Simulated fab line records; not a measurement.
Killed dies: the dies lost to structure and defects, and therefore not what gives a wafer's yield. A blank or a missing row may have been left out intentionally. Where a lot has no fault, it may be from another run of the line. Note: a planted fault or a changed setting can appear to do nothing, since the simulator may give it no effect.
Code-filled problem report in 8D (eight disciplines) form -- flow sky130 -- the parts of the form that need people (team, actions taken, sign-off) are left out

== 1. THE ISSUE ==
At SKY_FIELD_ISO_ETCH_14, run_length_s averages 36.0 s over 3 wafers from 2 lots, while fault-free wafers read 74.2 s, standard deviation 0.46. That puts it -83 standard deviations away from the usual mean.
The step: etches BARC in N2/H2, stops on SiO2, time 45.9 s, target depth 60 nm.
First observed at day 4 17:14: wafer L684.3, on rie_diel-02. At this step, 42 wafers from 14 lots have a number in the record. The rule behind "out" and "out of limits": a value lying over 4 standard deviations away from the usual mean. The rest of the wafers with a number are treated as sound.

== 2. WHAT IT IS, WHAT IT ISN'T ==
question,is,is not
which readings at this step,"run_length_s, oes_product_au",n2_flow_sccm
which lots,"L684, L685","L673, L674, L675, L686, L687, L688, L689, L691, L692, L693, L694, L695"
which wafers of those lots,"L684.3, L684.5, L685.1","L684.4, L685.2, L685.5"
read on which tools,rie_diel-02,"rie_diel-01, rie_diel-04"
when,from day 4 17:14,"up to then (10 sound wafers); but 29 sound wafers of L685, L686, L687, L688, L689, L691, L692, L693, L694, L695 came after"

== 3. WHAT RULES OUT EACH SUSPECT ==
Counting: a tool at a process step up to the reading stays a suspect if it ran every lot that is out. Sound lots after the first of them don't rule it out here, since some wafers of a struck lot are sound.
- rie_diel-02 at SKY_FIELD_ISO_ETCH_14 (etches BARC in N2/H2, stops on SiO2, time 45.9 s, target depth 60 nm): kept. It ran every lot that is out, first L684 (day 4 17:14); its last sound lot up to then is L675 (day 2 14:18). Out on those wafers are its own readings of oes_product_au, run_length_s.
- rie_diel-02, SKY_FIELD_ISO_ETCH_14: wafers that are out in chamber 3, sound lot-mates in chambers 0, 1, 2.
The count leaves rie_diel-02 at SKY_FIELD_ISO_ETCH_14.

== 4. THE CAUSE (what the simulator had put in) ==
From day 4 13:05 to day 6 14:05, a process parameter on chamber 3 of rie_diel-02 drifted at SKY_FIELD_ISO_ETCH_14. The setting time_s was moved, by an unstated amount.
Counting left only this tool.

== 5. THE EFFECT CHAIN, in route order ==
Rows list readings where the struck wafers' mean (over those with a number) sits beyond 3 standard deviations from the usual. Only readings for which the record gives a usual standard deviation are gone through. hours: the time from each lot's start at the first step in this table that gives one to its start at this step, as a median over the lots. sigmas: the change in usual standard deviations.
hours,step,reading,usual,on struck wafers,change,sigmas
0,SKY_FIELD_ISO_ETCH_14,oes_product_au,0.855 a.u.,0.992,+0.137,+31
0,SKY_FIELD_ISO_ETCH_14,run_length_s,74.2 s,36.0,-38.2,-83
0,SKY_FIELD_ISO_ETCH_15,oes_product_au,0.949 a.u.,0.368,-0.581,-94
0,SKY_FIELD_ISO_ETCH_15,throttle_valve_pct,8.844 %,8.677,-0.167,-19
0,SKY_FIELD_ISO_STRIP_16,oes_product_au,0.378 a.u.,0.395,+0.017,+3.6
0,SKY_FIELD_ISO_STRIP_16,strip_time_to_endpoint_s,3.55 s,3.96,+0.41,+11
Its process steps:
- SKY_FIELD_ISO_ETCH_14: etches BARC in N2/H2, stops on SiO2, time 45.9 s, target depth 60 nm.
- SKY_FIELD_ISO_ETCH_15: etches the open film in CHF3/O2, stops on Si, target depth 180 nm, time 72 s.
- SKY_FIELD_ISO_STRIP_16: strips in O2/N2.

== 6. HOW IT WOULD HAVE BEEN CAUGHT EARLIER ==
The fault began at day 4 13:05; the first out-of-limits reading in this record came at day 4 17:14, 4 hours later.
